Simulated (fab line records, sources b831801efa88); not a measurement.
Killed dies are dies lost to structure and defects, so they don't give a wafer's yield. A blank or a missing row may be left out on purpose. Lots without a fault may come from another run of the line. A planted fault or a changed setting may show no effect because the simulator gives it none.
A struck lot beside a sound one | flow sky130 | 24 steps out of a route of 708
Sound: wafers L769.1, L769.3, L769.6. Struck: wafers L777.1, L777.2, L777.4. The cause comes at the end.
At each step with rows: each side's tool, then ch and its chambers, then its first start. Under that, the readings that differ: sound wafers | struck wafers | difference of the means | sigmas: that difference in standard deviations of wafers without a fault.
alike: readings whose means differ by less than 2 such deviations, and words and numbers that are the same on both sides. not compared: withheld readings, readings that some wafer has no value for, bounds like >300 that may hide the same value, and numbers for which the record gives no deviation and whose values overlap.
The two part at a step that has a row with sigmas, a row that says differs or no value, or rows on one side only. Numbers that don't overlap but have no deviation are shown without sigmas and don't part them. A reading that every wafer of one side lacks parts them only if that side has two wafers or more.

SKY_METAL3_METAL_ETCH_18: etches the open film in Cl2/BCl3, stops on SiO2, target depth 845 nm, time 183.1 s.
  sound on rie_metal-02 ch 1, day 38 14:02; struck on rie_metal-02 ch 1, day 41 09:16
  alike: drypump_motor_current_A, oes_product_au, throttle_valve_pct
  not compared: rf_hours_counter_h
SKY_METAL3_STRIP_19: strips in O2/N2.
  sound on plasma_asher-02 ch 1, day 38 14:23; struck on plasma_asher-03 ch 0,1, day 41 09:37
  alike: drypump_motor_current_A, oes_product_au, strip_time_to_endpoint_s
  not compared: rf_hours_counter_h
then, 4 steps without rows for these wafers: SKY_METAL3_STRIP_20 (strips in post etch residue remover, time 1200 s); SKY_METAL3_CLEAN_21 (cleans in IPA, time 180 s); SKY_METAL3_CLEAN_22 (cleans in O3/DIW); SKY_VIA3_HDPCVD_00 (deposits SiO2, target thk 1635 nm, time 272.5 s).
SKY_VIA3_THK_MEAS_01:
  sound on film_metro-01, day 38 15:09; struck on film_metro-02, day 41 10:23
  alike: VIA3_HDPCVD_THK
SKY_VIA3_CMP_02: polishes SiO2.
  sound on cmp-02 ch 1,3, day 38 15:16; struck on cmp-02 ch 0,1,3, day 41 10:27
  alike: edge_zone_pressure_frac, motor_current_A
SKY_VIA3_BOW_MEAS_03:
  sound on film_metro-02, day 38 15:31; struck on film_metro-02, day 41 10:45
  reading       | sound    | struck   | difference | sigmas
  VIA3_BOW (um) | 90 84 82 | 63 70 60 | -21        | -3
then, 3 steps without rows for these wafers: SKY_VIA3_DEHYDRATE_04 (time 60 s); SKY_VIA3_HMDS_05 (prime time 60 s); SKY_VIA3_COAT_06 (resist thk 60 nm).
SKY_VIA3_COAT_07: resist thk 450 nm.
  sound on litho_track-04 ch 0, day 39 03:00; struck on litho_track-04 ch 0, day 41 22:00
  reading                                     | sound                | struck               | difference | sigmas
  spin_speed_rpm (rpm)                        | 3000.5 2999.6 2995.8 | 3086.5 3086.6 3086.1 | +87.8      | +49
  model.KrF-thick_of_VIA3_COAT_07.thk_nm (nm) | 449.4 449.9 449      | 443.2 443.3 444.5    | -5.8       |
then, 4 steps without rows for these wafers: SKY_VIA3_SOFTBAKE_08 (time 90 s); SKY_VIA3_EXPOSE_09 (exposes mask VIM3, target cd 200 nm); SKY_VIA3_PEB_10; SKY_VIA3_DEVELOP_11 (develop time 60 s).
SKY_VIA3_CD_MEAS_12: target cd 200 nm.
  sound on cd_sem-02, day 39 16:16; struck on cd_sem-01, day 42 10:13
  alike: cd_nm
SKY_VIA3_OVL_MEAS_13:
  sound on overlay-01, day 39 16:23; struck on overlay-01, day 42 10:20
  alike: VIA3_OVL
SKY_VIA3_ETCH_14: etches BARC in N2/H2, stops on SiO2, time 45.9 s, target depth 60 nm.
  sound on rie_diel-02 ch 0,3, day 39 16:25; struck on rie_diel-02 ch 0,1,2, day 42 10:22
  alike: drypump_motor_current_A, oes_product_au, throttle_valve_pct
  not compared: rf_hours_counter_h
SKY_VIA3_ETCH_15: etches SiO2 in C4F8/O2/Ar, stops on TiN, target depth 507 nm, time 78 s.
  sound on rie_diel-02 ch 0,3, day 39 16:28; struck on rie_diel-02 ch 0,1,2, day 42 10:25
  alike: oes_product_au
  not compared: rf_hours_counter_h, model.KrF-thick_of_VIA3_COAT_07.thk_nm
SKY_VIA3_STRIP_16: strips in O2/N2.
  sound on plasma_asher-02 ch 1, day 39 16:31; struck on plasma_asher-02 ch 0,1, day 42 10:28
  alike: drypump_motor_current_A, oes_product_au, strip_time_to_endpoint_s
  not compared: rf_hours_counter_h
then, 1 step without rows for these wafers: SKY_VIA3_STRIP_17 (strips in post etch residue remover, time 1200 s).
-- the record jumps here: 6 days lie between the struck wafers' starts before and after (it left off in module VIA3 and takes up again in module PAD_OPEN, whose first step shown is number 708 of the route) --
SKY_PAD_OPEN_PROBE_99:
  the record has rows for the struck wafers here (prober-02, day 48 03:01) and none for the sound ones

WHERE THEY PART
First at SKY_VIA3_BOW_MEAS_03; last, within this record, at SKY_PAD_OPEN_PROBE_99.

WHY: what the simulator had put in
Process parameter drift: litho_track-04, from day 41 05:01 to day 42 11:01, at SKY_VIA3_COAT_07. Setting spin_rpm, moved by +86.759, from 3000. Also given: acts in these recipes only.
